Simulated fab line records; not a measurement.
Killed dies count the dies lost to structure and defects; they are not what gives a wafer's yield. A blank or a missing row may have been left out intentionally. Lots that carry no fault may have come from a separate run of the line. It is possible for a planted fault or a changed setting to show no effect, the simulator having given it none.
Chamber matching + flow gf180mcu + cmp-01 running GF_V5_CMP_26: 4 sister chambers
The step polishes, stops on SiO2, t overpolish 15 s, target thk 0 nm. 4 wafers are shown with their chamber, then 9 later ones without.

EACH WAFER AND ITS CHAMBER
| wafer  | chamber | motorCurrentA (A) |
|--------|---------|-------------------|
| L544.3 | 2       | 10.7              |
| L548.1 | 1       | 12.3              |
| L548.2 | 0       | 11.5              |
| L548.3 | 3       | 12.3              |

WAFERS WITH NO CHAMBER GIVEN
| wafer  | motorCurrentA (A) |
|--------|-------------------|
| L549.3 | 12.1              |
| L549.4 | 11.8              |
| L549.5 | 10.8              |
| L553.1 | 11.5              |
| L553.3 | 11.3              |
| L553.5 | 11.7              |
| L555.3 | 11.3              |
| L555.5 | 11.1              |
| L555.6 | 11.6              |

CHAMBER TAKEN BY EACH
| wafer  | from the rows above          | in truth                   |
|--------|------------------------------|----------------------------|
| L549.3 | can't be placed: 1 or 3 or 0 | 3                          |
| L549.4 | can't be placed: 0 or 1 or 3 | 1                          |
| L549.5 | 2                            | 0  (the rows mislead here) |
| L553.1 | 0                            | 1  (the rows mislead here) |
| L553.3 | can't be placed: 0 or 2      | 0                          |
| L553.5 | can't be placed: 0 or 1 or 3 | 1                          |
| L555.3 | can't be placed: 0 or 2      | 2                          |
| L555.5 | can't be placed: 0 or 2      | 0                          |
| L555.6 | 0                            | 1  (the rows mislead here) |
Placed correctly: 0 of 9. Unplaceable from these rows: 6, with the true chamber sitting among the candidates in 6. Wrongly placed: 3.
How it was worked out, from the rows above alone: a wafer's distance from a chamber is the root of the sum, over the readings, of the square of ((its reading less the chamber's mean) divided by the reading's scatter). The wafer belongs to the nearest chamber; if the next one is less than 2 further off, it can't be placed. For every chamber, the mean is computed from those of its wafers that are shown. The scatter: root of mean squared gap, hidden wafer to nearest shown wafer, with one shown wafer a chamber.
